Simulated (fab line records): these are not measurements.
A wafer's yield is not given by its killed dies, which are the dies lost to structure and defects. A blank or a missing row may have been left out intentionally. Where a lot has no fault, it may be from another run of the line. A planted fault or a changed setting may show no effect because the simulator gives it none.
Which tool is to blame? -- flow gf180mcu -- 15 lots with 45 wafers sampled at 4 steps, on a route of 602 steps

WHAT EACH GAUGE READ, for each wafer
GF_V4_THK_MEAS_01.
lot,measured,on,V4_CVD_00_THK (nm)
L575,day 23 09:35,filmMetro-02,603 597 598
L576,day 23 11:58,filmMetro-01,591 596 592
L577,day 24 08:16,filmMetro-01,602 607 595
L578,day 24 10:29,filmMetro-03,607 594 595
L579,day 25 00:07,filmMetro-01,606 602 611
L580,day 25 02:17,filmMetro-01,604 596 599
L581,day 25 14:07,filmMetro-01,597 591 592
L582,day 26 02:27,filmMetro-02,598 593 589
L583,day 26 06:08,filmMetro-03,603 605 600
L584,day 26 09:35,filmMetro-02,614 601 604
L586,day 27 06:32,filmMetro-02,594 597 596
L587,day 27 17:51,filmMetro-01,594 596 610
L594,day 29 16:52,filmMetro-03,594 596 601
L597,day 30 10:36,filmMetro-01,598 595 596
L598,day 30 17:47,filmMetro-02,600 597 606

EACH LOT AND THE TOOL THAT RAN IT (in order: tool; ch and the chambers of the sampled wafers; start)
lot,GF_STI_WET_ETCH_26,GF_V2_ETCH_17,GF_V3_CVD_23
L575,"wetBench-02 ch 3, day 2 04:08","rieDiel-04 ch 1,3, day 22 08:53 or earlier","cvdW-01 ch 0,1, day 22 08:53"
L576,"wetBench-03 ch 3, day 2 09:14","rieDiel-02 ch 0,1,3, day 22 11:28 or earlier","cvdW-02 ch 0,1, day 22 11:28"
L577,"wetBench-02 ch 3, day 2 15:29","rieDiel-04 ch 0,2,3, day 23 07:29 or earlier","cvdW-02 ch 1, day 23 07:29"
L578,"wetBench-02 ch 1, day 2 19:08","rieDiel-02 ch 0,2,3, day 23 10:22 or earlier","cvdW-02 ch 1, day 23 10:22"
L579,"wetBench-02 ch 3, day 3 00:08","rieDiel-01 ch 0,1,3, day 24 00:47 or earlier","cvdW-01 ch 0,1, day 24 00:47"
L580,"wetBench-04 ch 2, day 3 05:22","rieDiel-02 ch 0,1,3, day 24 02:36 or earlier","cvdW-02 ch 0, day 24 02:36"
L581,"wetBench-02 ch 2, day 3 10:35","rieDiel-01 ch 0,3, day 24 14:33 or earlier","cvdW-01 ch 0,1, day 24 14:33"
L582,"wetBench-04 ch 2, day 3 16:01","rieDiel-02 ch 0,2,3, day 25 03:10 or earlier","cvdW-01 ch 0,1, day 25 03:10"
L583,"wetBench-02 ch 1, day 3 20:34","rieDiel-02 ch 0,1,2, day 25 07:19 or earlier","cvdW-01 ch 1, day 25 07:19"
L584,"wetBench-02 ch 1, day 4 01:36","rieDiel-01 ch 2,3, day 25 10:30 or earlier","cvdW-01 ch 0,1, day 25 10:30"
L586,"wetBench-02 ch 3, day 4 12:34","rieDiel-04 ch 0,3, day 26 07:43 or earlier","cvdW-01 ch 0,1, day 26 07:43"
L587,"wetBench-02 ch 1, day 4 17:48","rieDiel-02 ch 1,2,3, day 26 20:16 or earlier","cvdW-01 ch 0,1, day 26 20:16"
L594,"wetBench-04 ch 3, day 6 07:50","rieDiel-01 ch 0,1,3, day 28 20:00 or earlier","cvdW-01 ch 0,1, day 28 20:00"
L597,"wetBench-02 ch 3, day 6 21:05","rieDiel-02 ch 0,1,3, day 29 13:28 or earlier","cvdW-01 ch 0,1, day 29 13:28"
L598,"wetBench-02 ch 0, day 7 03:10","rieDiel-01 ch 0,1,2, day 29 20:35 or earlier","cvdW-02 ch 0,1, day 29 20:35"
- GF_STI_WET_ETCH_26: etches SiO2 in dHF, target depth 94 nm, time 188 s.
- GF_V2_ETCH_17: etches SiO2 in C4F8/O2/Ar, stops on TiN, target depth 630 nm.
- GF_V3_CVD_23: deposits W, target thk 350 nm, time 104.9 s.

WHAT THE TOOLS THEMSELVES READ (means of the sampled wafers that have a number; where no wafer has one, the mark that the record gives instead)
GF_STI_WET_ETCH_26.
lot,tool,runLengthS (s)
L575,wetBench-02,214.7
L576,wetBench-03,212.7
L577,wetBench-02,221.8
L578,wetBench-02,221.0
L579,wetBench-02,213.9
L580,wetBench-04,213.2
L581,wetBench-02,213.5
L582,wetBench-04,218.9
L583,wetBench-02,214.6
L584,wetBench-02,113.4
L586,wetBench-02,106.9
L587,wetBench-02,105.8
L594,wetBench-04,214.4
L597,wetBench-02,213.8
L598,wetBench-02,212.5

GF_V2_ETCH_17.
lot,tool,oesProductAu (a.u.)
L575,rieDiel-04,0.854
L576,rieDiel-02,0.859
L577,rieDiel-04,0.858
L578,rieDiel-02,0.853
L579,rieDiel-01,0.854
L580,rieDiel-02,0.855
L581,rieDiel-01,0.856
L582,rieDiel-02,0.854
L583,rieDiel-02,0.858
L584,rieDiel-01,0.852
L586,rieDiel-04,0.853
L587,rieDiel-02,0.857
L594,rieDiel-01,0.856
L597,rieDiel-02,0.853
L598,rieDiel-01,0.857

GF_V3_CVD_23.
lot,tool,heaterPowerW (W)
L575,cvdW-01,839
L576,cvdW-02,899
L577,cvdW-02,885
L578,cvdW-02,885
L579,cvdW-01,897
L580,cvdW-02,979
L581,cvdW-01,905
L582,cvdW-01,858
L583,cvdW-01,786
L584,cvdW-01,896
L586,cvdW-01,902
L587,cvdW-01,848
L594,cvdW-01,911
L597,cvdW-01,857
L598,cvdW-02,947

THE ANSWER, worked out from the rows above alone
Rule: what is usual is taken from the lots themselves. The widest of any qualifying gaps counts: lots, ordered by their means at a reading, are off when they make up no more than a third of the lots, leave a main group of 4 or more, and stand apart from it by 3 or more times the standard deviation of that group's means. Not used: any main group whose means are identical at the precision the tables above print for the reading. Also off: a lot with no number at a reading for which 4 or more lots have one. All remaining lots with rows at the step are treated as sound. First the gauges in route order, then the tools' own readings, where a lot's mean is used as printed above. At the first step where some lot is off, the reading lying furthest off is the one used; lots without a number count as furthest.
Off, at GF_STI_WET_ETCH_26 on runLengthS: L584, L586, L587. Main group: mean 215.4 s, sd 3.1.
If a tool, at that step or one of the process steps before it, ran each lot that is off and ran no sound lot following the first of them, it fits. Of those tried, none fits.

WHAT THE SIMULATOR HAD INSERTED
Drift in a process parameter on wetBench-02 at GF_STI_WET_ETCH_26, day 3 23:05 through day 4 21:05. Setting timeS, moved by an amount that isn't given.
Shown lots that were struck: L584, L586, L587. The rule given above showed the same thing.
